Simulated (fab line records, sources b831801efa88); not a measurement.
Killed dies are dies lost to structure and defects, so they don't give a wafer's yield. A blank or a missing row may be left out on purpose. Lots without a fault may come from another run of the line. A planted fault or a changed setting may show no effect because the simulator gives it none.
A struck lot beside a sound one | flow sky130 | 14 steps out of a route of 708
Sound: wafers L658.2, L658.5, L658.6. Struck: wafers L676.1, L676.2, L676.6. The cause comes at the end.
At each step with rows: each side's tool, then ch and its chambers, then its first start. Under that, the readings that differ: sound wafers | struck wafers | difference of the means | sigmas: that difference in standard deviations of wafers without a fault.
alike: readings whose means differ by less than 2 such deviations, and words and numbers that are the same on both sides. not compared: withheld readings, readings that some wafer has no value for, bounds like >300 that may hide the same value, and numbers for which the record gives no deviation and whose values overlap.
The two part at a step that has a row with sigmas, a row that says differs or no value, or rows on one side only. Numbers that don't overlap but have no deviation are shown without sigmas and don't part them. A reading that every wafer of one side lacks parts them only if that side has two wafers or more.

SKY_CAP2M_OVL_MEAS_12:
  sound on overlay-01, day 42 01:23; struck on overlay-01, day 46 16:38
  alike: CAP2M_OVL
SKY_CAP2M_METAL_ETCH_13: etches TiN in Cl2/BCl3, stops on SiO2, target depth 220 nm, time 62.9 s.
  sound on rie_metal-01 ch 0,1, day 42 01:25; struck on rie_metal-02 ch 0, day 46 16:40
  reading                     | sound          | struck         | difference | sigmas
  drypump_motor_current_A (A) | 5.18 5.17 5.24 | 5.71 5.73 5.71 | +0.52      | +2
  alike: oes_product_au, throttle_valve_pct
  not compared: rf_hours_counter_h
SKY_CAP2M_STRIP_14: strips in O2/N2.
  sound on plasma_asher-04 ch 0,1, day 42 01:30; struck on plasma_asher-03 ch 0,1, day 46 16:49
  alike: drypump_motor_current_A, oes_product_au, strip_time_to_endpoint_s
  not compared: rf_hours_counter_h
then, 9 steps without rows for these wafers: SKY_CAP2M_STRIP_15 (strips in post etch residue remover, time 1200 s); SKY_CAP2M_CLEAN_16 (cleans in IPA, time 180 s); SKY_CAP2M_CLEAN_17 (cleans in O3/DIW); SKY_METAL4_DEHYDRATE_05 (time 60 s); SKY_METAL4_HMDS_06 (prime time 60 s); SKY_METAL4_COAT_07 (resist thk 60 nm); SKY_METAL4_COAT_08 (resist thk 1140 nm); SKY_METAL4_SOFTBAKE_09 (time 90 s); SKY_METAL4_EXPOSE_10 (exposes mask MM4, target cd 300 nm).
SKY_METAL4_PEB_11:
  sound on litho_track-01 ch 0, day 43 00:00; struck on litho_track-03, day 47 12:00
  reading         | sound          | struck | difference                    | sigmas
  exhaust_pa (Pa) | 44.6 44.3 44.9 | - - -  | no value on the struck wafers |
  not compared: chill_plate_temp_C
then, 1 step without rows for these wafers: SKY_METAL4_DEVELOP_12 (develop time 60 s).

WHERE THEY PART
First at SKY_CAP2M_METAL_ETCH_13; last, within this record, at SKY_METAL4_PEB_11.

WHY: what the simulator had put in
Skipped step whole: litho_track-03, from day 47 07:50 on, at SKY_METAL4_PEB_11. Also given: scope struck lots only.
